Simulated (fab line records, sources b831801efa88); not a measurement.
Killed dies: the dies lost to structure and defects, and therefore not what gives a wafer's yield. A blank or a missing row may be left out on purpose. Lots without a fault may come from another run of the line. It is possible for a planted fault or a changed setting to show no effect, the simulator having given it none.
The tool behind it: which one? + flow sky130 + Sampling: 13 lots, 38 wafers, 5 of 708 route steps

== WHAT THE GAUGES READ, wafer by wafer ==
Not one reading of a measure or inspect step in the record can be checked against a usual standard deviation.

== TOOL THAT RAN EACH LOT (tool first, then ch and the chambers of the sampled wafers, then the start) ==
| lot  | SKY_CONTACT_CMP_27            | SKY_METAL1_SPUTTER_00       | SKY_METAL1_DESCUM_17             | SKY_VIA1_CVD_21              | SKY_PAD_OPEN_PROBE_99   |
|------|-------------------------------|-----------------------------|----------------------------------|------------------------------|-------------------------|
| L909 | cmp-01 ch 2,3, day 31 19:36   | pvdSputter-04, day 31 19:51 | rieMetal-01 ch 0,1, day 32 22:44 | cvdW-02 ch 1, day 34 04:02   | -                       |
| L910 | cmp-01 ch 0,1,2, day 32 01:56 | pvdSputter-04, day 32 02:08 | rieMetal-01 ch 0,1, day 33 05:23 | cvdW-01 ch 0,1, day 34 10:15 | -                       |
| L911 | cmp-01 ch 1,2, day 32 09:26   | pvdSputter-01, day 32 09:44 | rieMetal-01 ch 0,1, day 33 13:01 | cvdW-01 ch 0,1, day 34 18:01 | -                       |
| L912 | cmp-02 ch 0,1,3, day 32 13:02 | pvdSputter-01, day 32 13:20 | rieMetal-02 ch 1, day 33 16:34   | cvdW-02 ch 0, day 34 21:18   | -                       |
| L915 | cmp-02 ch 1,2,3, day 34 02:57 | pvdSputter-01, day 34 03:12 | rieMetal-02 ch 0,1, day 35 06:05 | cvdW-01 ch 0, day 36 10:37   | prober-02, day 47 17:37 |
| L917 | cmp-02 ch 1,2, day 34 19:25   | pvdSputter-04, day 34 19:43 | rieMetal-03 ch 1, day 35 22:43   | cvdW-01 ch 0,1, day 37 03:44 | -                       |
| L918 | cmp-01 ch 0,1,2, day 35 09:57 | pvdSputter-01, day 35 10:15 | rieMetal-01 ch 1, day 36 13:04   | cvdW-01 ch 0,1, day 37 17:28 | -                       |
| L920 | cmp-02 ch 0,1,2, day 35 16:11 | pvdSputter-04, day 35 16:29 | rieMetal-01 ch 0,1, day 36 19:29 | cvdW-01 ch 0, day 37 23:29   | -                       |
| L926 | cmp-02 ch 1,3, day 37 05:53   | pvdSputter-04, day 37 06:02 | rieMetal-01 ch 1, day 38 07:43   | cvdW-02 ch 0,1, day 39 10:38 | -                       |
| L928 | cmp-01 ch 1,2,3, day 37 14:11 | pvdSputter-02, day 37 14:23 | rieMetal-01 ch 0,1, day 38 16:42 | cvdW-02 ch 0,1, day 39 17:52 | -                       |
| L929 | cmp-01 ch 0,2,3, day 37 19:10 | pvdSputter-02, day 37 19:25 | rieMetal-02 ch 0,1, day 38 21:00 | cvdW-02 ch 0,1, day 39 23:53 | -                       |
| L931 | cmp-02 ch 1,2,3, day 38 10:57 | pvdSputter-02, day 38 11:12 | rieMetal-01 ch 0,1, day 39 12:10 | cvdW-02 ch 1, day 40 15:33   | -                       |
| L932 | cmp-02 ch 1,2,3, day 38 20:45 | pvdSputter-01, day 38 20:57 | rieMetal-03 ch 1, day 39 21:40   | cvdW-02 ch 0, day 40 23:55   | -                       |
- SKY_CONTACT_CMP_27: polishes, stops on SiO2, t overpolish 15 s, target thk 0 nm.
- SKY_METAL1_SPUTTER_00: material Ti, target thk 15 nm, time 10 s.
- SKY_METAL1_DESCUM_17: chemistry O2, time 8 s.
- SKY_VIA1_CVD_21: deposits W, target thk 270 nm, time 80.902 s.
- SKY_PAD_OPEN_PROBE_99

== WHAT THE TOOLS THEMSELVES READ (means of the sampled wafers that have a number; where no wafer has one, the mark that the record gives instead) ==
SKY_CONTACT_CMP_27. Usual: motorCurrentA 10.2 A, standard deviation 0.83; overpolishRunS 15.001 s, standard deviation 0.0096; timeToEndpointS 83 s, standard deviation 4.
| lot  | tool   | motorCurrentA (A) | overpolishRunS (s) | timeToEndpointS (s) | flag |
|------|--------|-------------------|--------------------|---------------------|------|
| L909 | cmp-01 | 10.2              | 15.001             | 83                  |      |
| L910 | cmp-01 | 9.3               | 15.007             | 83                  |      |
| L911 | cmp-01 | 10.0              | 15.007             | 85                  |      |
| L912 | cmp-02 | 10.4              | 15.001             | 84                  |      |
| L915 | cmp-02 | 10.9              | 15.007             | 79                  |      |
| L917 | cmp-02 | 10.6              | 15.009             | 80                  |      |
| L918 | cmp-01 | 9.5               | 15.003             | 82                  |      |
| L920 | cmp-02 | 10.3              | 15.001             | 86                  |      |
| L926 | cmp-02 | 10.6              | 14.998             | 81                  |      |
| L928 | cmp-01 | 10.4              | 15.004             | 87                  |      |
| L929 | cmp-01 | 9.8               | 15.001             | 87                  |      |
| L931 | cmp-02 | 10.9              | 14.996             | 81                  |      |
| L932 | cmp-02 | 11.0              | 15.001             | 83                  |      |

SKY_METAL1_SPUTTER_00. Usual: throttleValvePct 30.1 %, standard deviation 1.
| lot  | tool          | throttleValvePct (%) | flag |
|------|---------------|----------------------|------|
| L909 | pvdSputter-04 | 28.4                 |      |
| L910 | pvdSputter-04 | 29.5                 |      |
| L911 | pvdSputter-01 | 29.8                 |      |
| L912 | pvdSputter-01 | 30.2                 |      |
| L915 | pvdSputter-01 | 30.3                 |      |
| L917 | pvdSputter-04 | 29.3                 |      |
| L918 | pvdSputter-01 | 30.0                 |      |
| L920 | pvdSputter-04 | 29.0                 |      |
| L926 | pvdSputter-04 | 29.4                 |      |
| L928 | pvdSputter-02 | 30.1                 |      |
| L929 | pvdSputter-02 | 30.4                 |      |
| L931 | pvdSputter-02 | 30.4                 |      |
| L932 | pvdSputter-01 | 30.2                 |      |

SKY_METAL1_DESCUM_17. Usual: drypumpMotorCurrentA 6.1 A, standard deviation 0.35; heBacksideLeakSccm 3.4 sccm, standard deviation 0.32; oesProductAu 1.002 a.u., standard deviation 0.011; rfFwdPowerW 147.3 W, standard deviation 0.6.
| lot  | tool        | drypumpMotorCurrentA (A) | heBacksideLeakSccm (sccm) | oesProductAu (a.u.) | rfFwdPowerW (W) | flag |
|------|-------------|--------------------------|---------------------------|---------------------|-----------------|------|
| L909 | rieMetal-01 | 6.4                      | 3.2                       | 0.987               | 147.2           |      |
| L910 | rieMetal-01 | 6.5                      | 3.4                       | 1.012               | 147.3           |      |
| L911 | rieMetal-01 | 6.4                      | 3.2                       | 0.997               | 147.8           |      |
| L912 | rieMetal-02 | 6.0                      | 3.5                       | 1.007               | 147.1           |      |
| L915 | rieMetal-02 | 5.7                      | 3.2                       | 0.997               | 146.9           |      |
| L917 | rieMetal-03 | 6.3                      | 3.5                       | 1.004               | 146.6           |      |
| L918 | rieMetal-01 | 6.5                      | 3.4                       | 1.012               | 147.6           |      |
| L920 | rieMetal-01 | 6.5                      | 3.3                       | 1.018               | 147.4           |      |
| L926 | rieMetal-01 | 6.5                      | 3.4                       | 1.026               | 147.6           |      |
| L928 | rieMetal-01 | 6.5                      | 3.4                       | 1.018               | 147.3           |      |
| L929 | rieMetal-02 | 5.7                      | 3.3                       | 1.009               | 146.8           |      |
| L931 | rieMetal-01 | 6.5                      | 3.4                       | 1.008               | 147.2           |      |
| L932 | rieMetal-03 | 6.3                      | 3.6                       | 0.992               | 147.1           |      |

SKY_VIA1_CVD_21. Usual: chamberPressureTorr 40.01 Torr, standard deviation 0.084; heaterPowerOuterW 489 W, standard deviation 56; heaterPowerW 808 W, standard deviation 85.
| lot  | tool    | chamberPressureTorr (Torr) | heaterPowerOuterW (W) | heaterPowerW (W) | flag |
|------|---------|----------------------------|-----------------------|------------------|------|
| L909 | cvdW-02 | 39.97                      | 490                   | 780              |      |
| L910 | cvdW-01 | 40.09                      | 468                   | 773              |      |
| L911 | cvdW-01 | 39.99                      | 513                   | 816              |      |
| L912 | cvdW-02 | 40.04                      | 537                   | 937              |      |
| L915 | cvdW-01 | 40.05                      | 421                   | 714              |      |
| L917 | cvdW-01 | 42.26                      | 502                   | 814              | OFF  |
| L918 | cvdW-01 | 42.27                      | 465                   | 765              | OFF  |
| L920 | cvdW-01 | 42.22                      | 414                   | 718              | OFF  |
| L926 | cvdW-02 | 40.14                      | 506                   | 838              |      |
| L928 | cvdW-02 | 40.02                      | 507                   | 867              |      |
| L929 | cvdW-02 | 40.09                      | 513                   | 873              |      |
| L931 | cvdW-02 | 39.98                      | 500                   | 799              |      |
| L932 | cvdW-02 | 39.99                      | 511                   | 890              |      |

SKY_PAD_OPEN_PROBE_99. Usual: defectLimitedYield 82.6 %, standard deviation 1.8; killed_at_M0_to_M3 43, standard deviation 6.3; killed_at_M4_up 3.0, standard deviation 1.6; killedAtContacts 25, standard deviation 5; killedAtFrontEnd 15, standard deviation 4.4; killedAtOther 0.3, standard deviation 0.8; killedDies 85, standard deviation 8.7; killedOpen 47, standard deviation 6.9; killedShort 38, standard deviation 6.3; sort_bin_3_pad_short 0.9 %, standard deviation 0.39; sort_bin_5_function 10.3 %, standard deviation 1.3; sort_bin_6_memory 6.2 %, standard deviation 1.1; sortNPass 407, standard deviation 8.8; sortYieldPct 82.6 %, standard deviation 1.8.
| lot  | tool      | defectLimitedYield (%) | killed_at_M0_to_M3 | killed_at_M4_up | killedAtContacts | killedAtFrontEnd | killedAtOther | killedDies | killedOpen | killedShort | sort_bin_3_pad_short (%) | sort_bin_5_function (%) | sort_bin_6_memory (%) | sortNPass | sortYieldPct (%) | flag |
|------|-----------|------------------------|--------------------|-----------------|------------------|------------------|---------------|------------|------------|-------------|--------------------------|-------------------------|-----------------------|-----------|------------------|------|
| L915 | prober-02 | 81.4                   | 44                 | 2.7             | 27               | 17               | 0.3           | 91         | 53         | 38          | 0.5                      | 11.3                    | 6.8                   | 401       | 81.4             |      |

== THE ANSWER, worked out from the rows above alone ==
Rule: take the mean of a lot's wafers that have a number; if it is more than 3 standard deviations from the usual mean, the lot is off. Also off: a lot with no number at a reading for which 4 or more lots have one. Any other lot the step has rows for is counted as sound. The gauges are gone through in route order, then the tools' own readings, and for those a lot's mean is taken as printed above. The first step at which some lot is off is used, and at that step the reading that is off furthest; a lot without a number counts as furthest.
Off, at SKY_VIA1_CVD_21 on chamberPressureTorr: L917, L918, L920.
If a tool, at that step or one of the process steps before it, ran each lot that is off and ran no sound lot following the first of them, it fits. One fits: SKY_VIA1_CVD_21 on cvdW-01. Its last sound lot is L915 (day 36 10:37), its first lot that is off L917 (day 37 03:44): a fault that began between those two fits.
On the lots that are off, the tool's own readings at SKY_VIA1_CVD_21 differ by more than 5 times the standard deviation of the sound lots' means, which bears it out; chamberPressureTorr reads 42.25 Torr there versus 40.04 Torr on the sound lots.

== WHAT WAS PUT IN BY THE SIMULATOR ==
Process parameters drifting: cvdW-01 at SKY_VIA1_CVD_21, beginning at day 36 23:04. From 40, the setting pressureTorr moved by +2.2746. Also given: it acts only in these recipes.
Shown lots that were struck: L917, L918, L920. The rule above reached the same finding.
